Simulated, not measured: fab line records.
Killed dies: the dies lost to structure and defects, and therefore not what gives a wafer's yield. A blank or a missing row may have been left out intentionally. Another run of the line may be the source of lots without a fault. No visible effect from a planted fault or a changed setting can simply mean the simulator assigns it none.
Comparing a struck lot with a sound one	flow gf180mcu	14 out of 602 route steps
Sound: the wafers L770.3, L770.4, L770.5. Wafers L783.1, L783.5, L783.6 were the ones struck. Last of all comes the cause.
At each step with rows: each side's tool, then ch and its chambers, then its first start. Under that, the readings that differ: sound wafers	struck wafers	difference of the means	sigmas: that difference in standard deviations of wafers without a fault.
alike: a reading whose means differ by less than 2 such deviations, as well as words and numbers matching on both sides. not compared: withheld readings; readings where some wafer has no value; bounds like >300 that might hide an equal value; numbers whose values overlap and for which the record gives no deviation.
A row with sigmas, a row that says differs or no value, or rows on one side alone: a step with any of these is where the two part. When numbers do not overlap yet have no deviation, they are printed without sigmas and do not part them. A reading that every wafer of one side lacks parts them only if that side has two wafers or more.

first, 5 steps without rows for these wafers: GF_V5_STRIP_18 (strips in O2/N2); GF_V5_STRIP_19 (strips in post etch residue remover, time 1200 s); GF_V5_CLEAN_20 (cleans in DIW); GF_V5_SPUTTER_21 (material Ti, target thk 15 nm, time 80.02 s); GF_V5_SPUTTER_22 (material TiN, target thk 10 nm, time 40 s).
GF_V5_CVD_23: deposits W, target thk 350 nm, time 104.9 s.
  sound on cvd-w-02 ch 0,1, day 30 00:15; struck on cvd-w-01 ch 0,1, day 33 16:01
  alike: heater-power-w
GF_V5_RS_MEAS_24: a four-point-probe measurement.
  struck on film-metro-01, day 33 16:08; sound on film-metro-04, day 30 00:22
  alike: V5_W_RS
GF_V5_THK_MEAS_25: measures by xrf.
  struck on film-metro-01, day 33 16:15; sound on film-metro-04, day 30 00:28
  alike: V5_W_THK
then, 1 step without rows for these wafers: GF_V5_CMP_26 (polishes, stops on SiO2, t overpolish 15 s, target thk 0 nm).
GF_TOP_METAL_SPUTTER_00: material Ti, target thk 37.5 nm, time 150 s.
  struck on pvd-sputter-04, day 33 16:37; sound on pvd-sputter-02, day 30 00:48
  alike: cathode-dc-power-W, chamber-pressure-pa, throttle-valve-pct
GF_TOP_METAL_SPUTTER_01: material TiN, target thk 30 nm, time 25 s.
  struck on pvd-sputter-04, day 33 16:43; sound on pvd-sputter-02, day 30 00:54
  alike: cathode-dc-power-W, chamber-pressure-pa, throttle-valve-pct
GF_TOP_METAL_SPUTTER_02: material AlCu, target thk 900 nm, time 47.82 s.
  struck on pvd-sputter-04, day 33 16:44; sound on pvd-sputter-02, day 30 00:56
  alike: cathode-dc-power-W, chamber-pressure-pa, throttle-valve-pct
GF_TOP_METAL_SPUTTER_03: material Ti, target thk 5 nm, time 3.3 s.
  struck on pvd-sputter-04, day 33 16:47; sound on pvd-sputter-02, day 30 00:58
  no value came back on the struck wafers for cathode-dc-power-W (W), chamber-pressure-pa (Pa), throttle-valve-pct (%); on the sound wafers cathode-dc-power-W (W) reads 2999.8 3000.0 2999.1
GF_TOP_METAL_SPUTTER_04: material TiN, target thk 25 nm, time 20.8 s.
  struck on pvd-sputter-04, day 33 16:48; sound on pvd-sputter-02, day 30 00:59
  alike: cathode-dc-power-W, chamber-pressure-pa, throttle-valve-pct

## WHERE THEY PART
Only at GF_TOP_METAL_SPUTTER_03, as far as this record shows. Later steps at which nothing parts them and some readings are alike: GF_TOP_METAL_SPUTTER_04.

WHY: the cause the simulator had injected
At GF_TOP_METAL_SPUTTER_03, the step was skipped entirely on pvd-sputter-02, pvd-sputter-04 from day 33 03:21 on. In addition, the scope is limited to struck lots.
